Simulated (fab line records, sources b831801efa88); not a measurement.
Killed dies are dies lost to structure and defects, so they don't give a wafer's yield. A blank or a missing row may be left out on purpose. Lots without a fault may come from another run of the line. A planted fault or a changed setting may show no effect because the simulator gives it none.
Which tool did it? | flow sky130 | 12 lots, 36 wafers sampled, at 4 steps of a route of 708

WHAT THE GAUGES READ, wafer by wafer
SKY_FIELD_ISO_BOW_MEAS_00.
lot  | measured    | on            | INCOMING_BOW (um)
L259 | day 2 16:02 | film_metro-01 | -3 -9 -5
L261 | day 3 02:01 | film_metro-03 | 0 -6 -6
L262 | day 3 07:01 | film_metro-03 | 1 -18 7
L264 | day 3 17:02 | film_metro-04 | -3 2 -10
L266 | day 4 03:01 | film_metro-01 | -23 4 6
L268 | day 4 13:01 | film_metro-03 | 8 -10 -10
L269 | day 4 18:01 | film_metro-04 | -2 1 -6
L271 | day 5 04:01 | film_metro-03 | 0 3 -12
L272 | day 5 09:00 | film_metro-01 | -4 -6 -3
L274 | day 5 19:00 | film_metro-03 | 3 8 -6
L275 | day 6 00:00 | film_metro-03 | 1 -1 -4
L276 | day 6 05:00 | film_metro-04 | -11 5 2

SKY_VT_ADJUST_HVTP_TW_MEAS_11.
lot  | measured     | on            | VT_ADJUST_HVTP_TW
L259 | day 7 12:46  | film_metro-02 | 1358 1358 1360
L261 | day 8 13:18  | film_metro-01 | 1371 1364 1371
L262 | day 8 13:35  | film_metro-02 | 1352 1361 1355
L264 | day 9 00:56  | film_metro-02 | 1353 1354 1350
L266 | day 10 02:31 | film_metro-02 | 1359 1357 1357
L268 | day 10 12:44 | film_metro-01 | 1374 1367 1372
L269 | day 10 15:23 | film_metro-02 | 1377 1357 1356
L271 | day 10 18:23 | film_metro-02 | 1369 1358 1353
L272 | day 11 00:47 | film_metro-01 | 1354 1356 1352
L274 | day 11 17:37 | film_metro-04 | 1324 1322 1327
L275 | day 11 22:53 | film_metro-01 | 1320 1310 1317
L276 | day 12 05:56 | film_metro-01 | 1326 1327 1319

SKY_VT_ADJUST_NCORE_OVL_MEAS_08.
lot  | measured     | on         | VT_ADJUST_NCORE_OVL (nm)
L259 | day 10 05:21 | overlay-01 | -0.7 0.4 -1.5
L261 | day 11 07:35 | overlay-01 | -0.9 0.2 0.1
L262 | day 11 07:39 | overlay-02 | -0.4 -0.9 -2.1
L264 | day 11 18:39 | overlay-02 | -1.3 -1.6 -2.8
L266 | day 12 23:44 | overlay-01 | -1.4 1.0 -0.5
L268 | day 13 06:44 | overlay-01 | -1.4 -1.8 -2.5
L269 | day 13 08:24 | overlay-02 | -1.7 0.6 -1.3
L271 | day 13 11:53 | overlay-02 | -0.3 -0.9 -0.6
L272 | day 13 16:23 | overlay-01 | -3.2 -1.1 -3.2
L274 | day 14 06:56 | overlay-01 | 1.4 2.2 -0.3
L275 | day 14 12:14 | overlay-01 | 0.7 1.2 1.8
L276 | day 14 20:29 | overlay-02 | 0.6 -1.1 -0.3

WHICH TOOL RAN EACH LOT (tool, then ch and the chambers of the sampled wafers, then the start)
lot  | SKY_VT_ADJUST_HVTP_IMPLANT_09
L259 | implanter-04 ch 0, day 7 12:32
L261 | implanter-02 ch 0, day 8 13:04
L262 | implanter-01 ch 0, day 8 13:21
L264 | implanter-04 ch 0, day 9 00:43
L266 | implanter-01 ch 0, day 10 02:17
L268 | implanter-01 ch 0, day 10 12:30
L269 | implanter-01 ch 0, day 10 15:09
L271 | implanter-02 ch 0, day 10 18:09
L272 | implanter-01 ch 0, day 11 00:32
L274 | implanter-01 ch 0, day 11 17:22
L275 | implanter-01 ch 0, day 11 22:38
L276 | implanter-01 ch 0, day 12 05:41
- SKY_VT_ADJUST_HVTP_IMPLANT_09

WHAT THE TOOLS THEMSELVES READ (means of the sampled wafers that have a number; where no wafer has one, the mark that the record gives instead)
SKY_VT_ADJUST_HVTP_IMPLANT_09.
lot  | tool         | beam_on_s (s) | dose_ions_cm2 | faraday_current_uA
L259 | implanter-04 | 9.76          | 4.3e+12       | 24.8
L261 | implanter-02 | 10.14         | 4.3e+12       | 24.0
L262 | implanter-01 | 10.07         | 4.3e+12       | 24.1
L264 | implanter-04 | 9.82          | 4.3e+12       | 24.7
L266 | implanter-01 | 9.66          | 4.3e+12       | 25.0
L268 | implanter-01 | 10.23         | 4.3e+12       | 23.8
L269 | implanter-01 | 10.16         | 4.3e+12       | 23.8
L271 | implanter-02 | 9.82          | 4.3e+12       | 24.7
L272 | implanter-01 | 10.10         | 4.3e+12       | 23.9
L274 | implanter-01 | 9.78          | 4.0e+12       | 22.6
L275 | implanter-01 | 10.02         | 4.0e+12       | 22.2
L276 | implanter-01 | 10.06         | 4.0e+12       | 22.1

THE ANSWER, worked out from the rows above alone
Rule: what is usual is taken from the lots themselves. Put in order of their means at a reading, lots are off if they are a third of the lots or fewer, leave a main group of 4 or more, and stand apart from it by a gap of 3 or more times the standard deviation of the main group's means; of several such gaps the widest counts. A main group whose means are all the same, to the digits that the tables above print for the reading, isn't used. A lot without any number at a reading at which 4 lots or more have one is off too. The other lots that the step has rows for count as sound. The gauges are gone through in route order, then the tools' own readings, and for those a lot's mean is taken as printed above. The first step at which some lot is off is used, and at that step the reading that is off furthest; a lot without a number counts as furthest.
Off: L274, L275, L276, at SKY_VT_ADJUST_HVTP_TW_MEAS_11 (VT_ADJUST_HVTP_TW). The main group: mean 1360, standard deviation 6.
A tool fits if, at a process step before that reading, it ran every lot that is off, and no sound lot after the first of them. The gauges at SKY_VT_ADJUST_HVTP_TW_MEAS_11 are tried like those tools. One fits: implanter-01 at SKY_VT_ADJUST_HVTP_IMPLANT_09. Its last sound lot is L272 (day 11 00:32), its first lot that is off L274 (day 11 17:22): a fault that began between those two fits.
The tool's own readings at SKY_VT_ADJUST_HVTP_IMPLANT_09 bear it out: on the lots that are off they differ by more than 5 times the standard deviation of the sound lots' means. dose_ions_cm2 reads 4.0e+12 there against 4.3e+12 on the sound lots.

WHAT THE SIMULATOR HAD PUT IN
Process parameter drift: implanter-01, from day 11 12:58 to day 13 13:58, at SKY_VT_ADJUST_HVTP_IMPLANT_09. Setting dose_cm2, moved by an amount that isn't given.
Lots struck among those shown: L274, L275, L276. The rule above found the same.
